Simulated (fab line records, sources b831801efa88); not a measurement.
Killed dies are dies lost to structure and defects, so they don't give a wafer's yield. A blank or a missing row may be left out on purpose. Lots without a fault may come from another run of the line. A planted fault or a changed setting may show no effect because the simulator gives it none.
A struck lot beside a sound one | flow sky130 | 15 steps out of a route of 708
Sound: wafers L300.2, L300.3, L300.6. Struck: wafer L301.1. (L301.2, L301.3 of the same lot were not struck and are left out.) The cause comes at the end.
At each step with rows: each side's tool, then ch and its chambers, then its first start. Under that, the readings that differ: sound wafers | struck wafers | difference of the means | sigmas: that difference in standard deviations of wafers without a fault.
alike: readings whose means differ by less than 2 such deviations, and words and numbers that are the same on both sides. not compared: withheld readings, readings that some wafer has no value for, bounds like >300 that may hide the same value, and numbers for which the record gives no deviation and whose values overlap.
The two part at a step that has a row with sigmas, a row that says differs or no value, or rows on one side only. Numbers that don't overlap but have no deviation are shown without sigmas and don't part them. A reading that every wafer of one side lacks parts them only if that side has two wafers or more.

first, 8 steps without rows for these wafers: SKY_CONTACT_DEHYDRATE_06 (time 60 s); SKY_CONTACT_HMDS_07 (prime time 60 s); SKY_CONTACT_COAT_08 (resist thk 60 nm); SKY_CONTACT_COAT_09 (resist thk 450 nm); SKY_CONTACT_SOFTBAKE_10 (time 90 s); SKY_CONTACT_EXPOSE_11 (exposes mask CTM1, target cd 170 nm); SKY_CONTACT_PEB_12; SKY_CONTACT_DEVELOP_13 (develop time 60 s).
SKY_CONTACT_CD_MEAS_14: target cd 170 nm.
  sound on cd_sem-01, day 34 09:33; struck on cd_sem-01, day 34 14:42
  alike: cd_nm
SKY_CONTACT_OVL_MEAS_15:
  sound on overlay-01, day 34 09:39; struck on overlay-01, day 34 14:49
  alike: CONTACT_OVL
SKY_CONTACT_ETCH_16: etches BARC in N2/H2, stops on SiO2, time 45.9 s, target depth 60 nm.
  sound on rie_diel-04 ch 1,3, day 34 09:41; struck on rie_diel-01 ch 2, day 34 14:51
  alike: drypump_motor_current_A, h2_flow_sccm, oes_product_au, rf_fwd_power_W, throttle_valve_pct
  not compared: rf_hours_counter_h
SKY_CONTACT_ETCH_17: etches SiO2 in C4F8/O2/Ar, stops on Si3N4, target depth 340 nm.
  sound on rie_diel-04 ch 1,3, day 34 09:44; struck on rie_diel-01 ch 2, day 34 14:54
  alike: oes_product_au, rf_fwd_power_W
SKY_CONTACT_ETCH_18: etches Si3N4 in CHF3/O2, stops on TiN, time 39 s, target depth 75 nm.
  sound on rie_diel-04 ch 1,3, day 34 09:00; struck on rie_diel-01 ch 2, day 34 14:00
  reading                                        | sound           | struck | difference | sigmas
  model.KrF-thick_of_CONTACT_COAT_09.thk_nm (nm) | 244 242.6 243.3 | 263.4  | +20.1      |
  alike: drypump_motor_current_A, oes_product_au, rf_fwd_power_W, throttle_valve_pct
  not compared: rf_hours_counter_h
SKY_CONTACT_STRIP_19: strips in O2/N2.
  sound on plasma_asher-01 ch 0,1, day 34 09:49; struck on plasma_asher-01 ch 1, day 34 14:59
  reading                      | sound             | struck | difference | sigmas
  strip_time_to_endpoint_s (s) | 3.619 3.625 3.630 | 3.843  | +0.218     | +7
  alike: drypump_motor_current_A, oes_product_au
  not compared: rf_hours_counter_h
then, 1 step without rows for these wafers: SKY_CONTACT_STRIP_20 (strips in post etch residue remover, time 1200 s).

WHERE THEY PART
Only at SKY_CONTACT_STRIP_19, within this record.

WHY: what the simulator had put in
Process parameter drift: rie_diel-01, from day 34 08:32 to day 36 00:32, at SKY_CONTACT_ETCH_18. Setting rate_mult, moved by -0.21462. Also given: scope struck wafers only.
